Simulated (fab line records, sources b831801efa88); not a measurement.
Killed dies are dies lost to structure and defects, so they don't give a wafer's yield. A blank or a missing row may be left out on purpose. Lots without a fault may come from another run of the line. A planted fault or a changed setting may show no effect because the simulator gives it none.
Chamber matching | flow sky130 | SKY_VIA2_CMP_02 on cmp-01: 4 sister chambers
The step polishes SiO2. 4 wafers are shown with their chamber, then 12 later ones without.

WAFERS WITH THEIR CHAMBER
wafer  | chamber | motor_current_A (A)
L087.4 | 0       | 15.0
L089.1 | 2       | 11.6
L089.4 | 3       | 12.6
L089.5 | 1       | 10.3

WAFERS WITHOUT THEIR CHAMBER
wafer  | motor_current_A (A)
L091.2 | 11.0
L091.3 | 12.6
L091.5 | 15.1
L092.1 | 12.0
L092.2 | 13.4
L092.4 | 10.3
L095.1 | 15.0
L095.5 | 10.6
L095.6 | 11.5
L097.1 | 14.6
L097.4 | 11.8
L097.6 | 12.8

WHICH CHAMBER EACH WENT THROUGH
wafer  | from the rows above     | in truth
L091.2 | can't be placed: 2 or 1 | 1
L091.3 | 3                       | 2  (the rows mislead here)
L091.5 | 0                       | 0
L092.1 | can't be placed: 2 or 3 | 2
L092.2 | 3                       | 3
L092.4 | 1                       | 1
L095.1 | 0                       | 0
L095.5 | can't be placed: 1 or 2 | 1
L095.6 | 2                       | 2
L097.1 | 0                       | 0
L097.4 | can't be placed: 2 or 3 | 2
L097.6 | 3                       | 3
Placed correctly: 7 of 12. Can't be placed from these rows: 4 (the true chamber is among the candidates in 4). Placed wrongly: 1.
How it was worked out, from the rows above alone: a wafer's distance from a chamber is the root of the sum, over the readings, of the square of ((its reading less the chamber's mean) divided by the reading's scatter). The wafer belongs to the nearest chamber; if the next one is less than 2 further off, it can't be placed. A chamber's mean is the mean of its shown wafers. The scatter: with one shown wafer a chamber, the root of the mean of the squares of how far each hidden wafer lies from its nearest shown one.
